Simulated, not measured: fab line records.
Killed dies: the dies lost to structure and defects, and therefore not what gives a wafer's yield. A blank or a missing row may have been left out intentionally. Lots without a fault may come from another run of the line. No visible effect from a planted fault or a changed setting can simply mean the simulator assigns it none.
Struck lot and sound lot, side by side | flow sky130 | 44 out of 708 route steps
Sound: wafers L660.1, L660.4, L660.5. Struck: wafers L669.3, L669.6 (left out: L669.5, a lot-mate that was not struck); the cause follows at the end.
Each step with rows lists, per side, the tool, then ch with its chambers, then its first start. Under that, the readings that differ: sound wafers | struck wafers | difference of the means | sigmas: that difference in standard deviations of wafers without a fault.
alike: a reading whose means differ by less than 2 such deviations, as well as words and numbers matching on both sides. not compared: withheld readings; readings where some wafer has no value; bounds like >300 that might hide an equal value; numbers whose values overlap and for which the record gives no deviation.
A row with sigmas, a row that says differs or no value, or rows on one side alone: a step with any of these is where the two part. When numbers do not overlap yet have no deviation, they are printed without sigmas and do not part them. A reading that every wafer of one side lacks parts them only if that side has two wafers or more.

first, 4 steps without rows for these wafers: SKY_VIA3_CLEAN_18 (cleans in IPA, time 180 s); SKY_VIA3_CLEAN_19 (cleans in O3/DIW); SKY_VIA3_SPUTTER_20 (material TiN, target thk 20 nm, time 80 s); SKY_VIA3_CVD_21 (deposits W, target thk 390 nm, time 117.31 s).
SKY_VIA3_RS_MEAS_22: a four-point-probe measurement.
  sound on filmMetro-03 at day 41 19:47; struck on filmMetro-02 at day 44 00:04
  alike: VIA3_W_RS
SKY_VIA3_THK_MEAS_23: measures by xrf.
  sound on filmMetro-03 at day 41 19:54; struck on filmMetro-02 at day 44 00:10
  alike: VIA3_W_THK
then, 1 step without rows for these wafers: SKY_VIA3_CMP_24 (polishes, stops on SiO2, t overpolish 20 s, target thk 0 nm).
SKY_METAL4_SPUTTER_00: material Ti, target thk 15 nm, time 10 s.
  sound on pvdSputter-04 at day 41 20:16; struck on pvdSputter-02 at day 44 00:30
  alike: throttleValvePct
SKY_METAL4_SPUTTER_01: material TiN, target thk 20 nm, time 16.7 s.
  sound on pvdSputter-04 at day 41 20:17; struck on pvdSputter-02 at day 44 00:31
  alike: throttleValvePct
SKY_METAL4_SPUTTER_02: material AlCu, target thk 735 nm, time 39.1 s.
  sound on pvdSputter-04 at day 41 20:19; struck on pvdSputter-02 at day 44 00:33
  alike: throttleValvePct
then, 1 step without rows for these wafers: SKY_METAL4_SPUTTER_03 (material Ti, target thk 5 nm, time 3.3 s).
SKY_METAL4_SPUTTER_04: material TiN, target thk 70 nm, time 58.3 s.
  sound on pvdSputter-04 at day 41 20:22; struck on pvdSputter-02 at day 44 00:36
  alike: throttleValvePct
SKY_CAP2M_CVD_00: deposits SiO2, target thk 15.5 nm.
  sound on pecvd-04 ch 0,2, day 41 20:25; struck on pecvd-04 ch 0,1, day 44 00:39
reading                               | sound            | struck      | difference | sigmas
model.SiO2_of_CAP2M_CVD_00.thkNm (nm) | 15.29 15.68 15.6 | 14.59 14.66 | -0.90      | 
  alike: heaterPowerOuterW, heaterPowerW
SKY_CAP2M_THK_MEAS_01:
  sound on filmMetro-01 at day 41 20:26; struck on filmMetro-04 at day 44 00:41
reading               | sound             | struck      | difference | sigmas
CAP2M_CVD_00_THK (nm) | 15.27 15.69 15.59 | 14.60 14.69 | -0.87      | -3
SKY_CAP2M_SPUTTER_02: material TiN, target thk 200 nm, time 166.7 s.
  sound on pvdSputter-01 at day 41 20:30; struck on pvdSputter-01 at day 44 00:44
  alike: throttleValvePct
SKY_CAP2M_RS_MEAS_03: a four-point-probe measurement.
  sound on filmMetro-03 at day 41 20:37; struck on filmMetro-01 at day 44 00:53
  alike: CAP2M_TIN_RS
SKY_CAP2M_THK_MEAS_04: measures by xrf.
  sound on filmMetro-03 at day 41 20:44; struck on filmMetro-01 at day 44 00:59
  alike: CAP2M_TIN_THK
then, 7 steps without rows for these wafers: SKY_CAP2M_DEHYDRATE_05 (time 60 s); SKY_CAP2M_HMDS_06 (prime time 60 s); SKY_CAP2M_COAT_07 (resist thk 1140 nm); SKY_CAP2M_SOFTBAKE_08 (time 60 s); SKY_CAP2M_EXPOSE_09 (exposes mask CAP2M, target cd 1000 nm); SKY_CAP2M_PEB_10; SKY_CAP2M_DEVELOP_11 (develop time 60 s).
SKY_CAP2M_OVL_MEAS_12:
  sound on overlay-02 at day 42 20:06; struck on overlay-01 at day 44 22:10
  alike: CAP2M_OVL
then, 13 steps without rows for these wafers: SKY_CAP2M_METAL_ETCH_13 (etches TiN in Cl2/BCl3, stops on SiO2, target depth 220 nm, time 62.9 s); SKY_CAP2M_STRIP_14 (strips in O2/N2); SKY_CAP2M_STRIP_15 (strips in post etch residue remover, time 1200 s); SKY_CAP2M_CLEAN_16 (cleans in IPA, time 180 s); SKY_CAP2M_CLEAN_17 (cleans in O3/DIW); SKY_METAL4_DEHYDRATE_05 (time 60 s); SKY_METAL4_HMDS_06 (prime time 60 s); SKY_METAL4_COAT_07 (resist thk 60 nm); SKY_METAL4_COAT_08 (resist thk 1140 nm); SKY_METAL4_SOFTBAKE_09 (time 90 s); SKY_METAL4_EXPOSE_10 (exposes mask MM4, target cd 300 nm); SKY_METAL4_PEB_11; SKY_METAL4_DEVELOP_12 (develop time 60 s).
SKY_METAL4_CD_MEAS_13: the cd target is 300 nm.
  sound on cdSem-02 at day 43 19:09; struck on cdSem-02 at day 45 19:17
  alike: cdNm
SKY_METAL4_OVL_MEAS_14:
  sound on overlay-01 at day 43 19:16; struck on overlay-01 at day 45 19:23
  alike: METAL4_OVL
then, 2 steps without rows for these wafers: SKY_METAL4_DESCUM_15 (chemistry O2, time 8 s); SKY_METAL4_ETCH_16 (etches BARC in N2/H2, stops on SiO2, time 88.2 s, target depth 60 nm).
SKY_METAL4_ETCH_17: etches SiO2 in C4F8/O2/Ar, stops on TiN, time 3.9 s, target depth 15 nm.
  sound on rieDiel-04 ch 1,3, day 43 19:26; struck on rieDiel-02 ch 0,2, day 45 19:32
reading                 | sound             | struck      | difference | sigmas
oesProductAu (a.u.)     | 0.747 0.760 0.761 | 0.740 0.739 | -0.016     | -2
model.etch.depthNm (nm) | 15.29 15.68 15.6  | 14.59 14.66 | -0.90      | 
-- the record jumps here: 3 days lie between the struck wafers' starts before and after (it left off in module METAL4 and takes up again in module PAD_OPEN, whose first step shown is number 708 of the route) --
SKY_PAD_OPEN_PROBE_99:
  sound on prober-01 at day 47 11:42; struck on prober-02 at day 49 06:04
reading                     | sound             | struck      | difference | sigmas
model.etest.capMim2.bvV (V) | 13.55 14.44 14.55 | 12.81 13.05 | -1.25      | 
model.etest.capMim2.cFfUm2  | 2.378 2.322 2.313 | 2.501 2.483 | +0.154     | 
  alike: defectLimitedYield, killed_at_M0_to_M3, killed_at_M4_up, killedAtContacts, killedAtFrontEnd, killedAtOther, killedDies, killedOpen, killedShort, sort_bin_3_pad_short, sort_bin_5_function, sort_bin_6_memory, sortNPass, sortYieldPct
  not compared: model.etest.capMim2.leakLog10ACm2

WHERE THEY PART
At SKY_CAP2M_THK_MEAS_01 first; at SKY_METAL4_ETCH_17 last (within this record only). Later steps at which nothing parts them and some readings are alike: SKY_PAD_OPEN_PROBE_99.

WHY: the cause the simulator had injected
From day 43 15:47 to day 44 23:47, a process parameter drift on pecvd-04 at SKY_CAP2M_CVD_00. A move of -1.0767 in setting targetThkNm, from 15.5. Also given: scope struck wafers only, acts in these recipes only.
